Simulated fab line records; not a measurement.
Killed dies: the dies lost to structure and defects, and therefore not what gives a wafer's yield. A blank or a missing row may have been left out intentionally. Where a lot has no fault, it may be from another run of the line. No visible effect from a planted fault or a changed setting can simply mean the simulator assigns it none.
Which of the tools did it? | flow sky130 | 20 wafers from 7 lots sampled at 2 of the route's 708 steps

## WHAT THE GAUGES READ, wafer by wafer
SKY_METAL1_THK_MEAS_06: measures by xrf.
lot  | measured     | on            | METAL1_ALCU_THK (nm)
L857 | day 32 14:05 | film-metro-04 | 251.4 247.8 249.0
L858 | day 32 19:51 | film-metro-02 | 249.4 251.2 250.8
L860 | day 33 05:20 | film-metro-03 | 251.0 252.3 248.8
L869 | day 35 20:26 | film-metro-04 | 246.7 248.3
L873 | day 37 07:12 | film-metro-04 | 250.8 247.4 247.6
L876 | day 38 01:51 | film-metro-03 | 255.7 253.8 254.0
L878 | day 38 16:07 | film-metro-02 | 245.6 246.1 247.6

## TOOL THAT RAN EACH LOT (tool first, then ch and the chambers of the sampled wafers, then the start)
lot  | SKY_METAL1_SPUTTER_02
L857 | pvd-sputter-04, day 32 13:51
L858 | pvd-sputter-04, day 32 19:37
L860 | pvd-sputter-04, day 33 05:05
L869 | pvd-sputter-03, day 35 20:13
L873 | pvd-sputter-04, day 37 06:59
L876 | pvd-sputter-03, day 38 01:38
L878 | pvd-sputter-01, day 38 15:55
- SKY_METAL1_SPUTTER_02: material AlCu, target thk 250 nm, time 13.3 s.

## THE ANSWER, worked out from the rows above alone
Rule: usual is defined by the lots themselves. The widest of any qualifying gaps counts: lots, ordered by their means at a reading, are off when they make up no more than a third of the lots, leave a main group of 4 or more, and stand apart from it by 3 or more times the standard deviation of that group's means. The tables above print the reading to a certain number of digits; a main group whose means all agree to those digits is not used. A lot without any number at a reading at which 4 lots or more have one is off too. Any other lot the step has rows for is counted as sound.
Nothing can be told from this: no lot is off at any reading shown.

## WHAT HAD BEEN PUT IN BY THE SIMULATOR
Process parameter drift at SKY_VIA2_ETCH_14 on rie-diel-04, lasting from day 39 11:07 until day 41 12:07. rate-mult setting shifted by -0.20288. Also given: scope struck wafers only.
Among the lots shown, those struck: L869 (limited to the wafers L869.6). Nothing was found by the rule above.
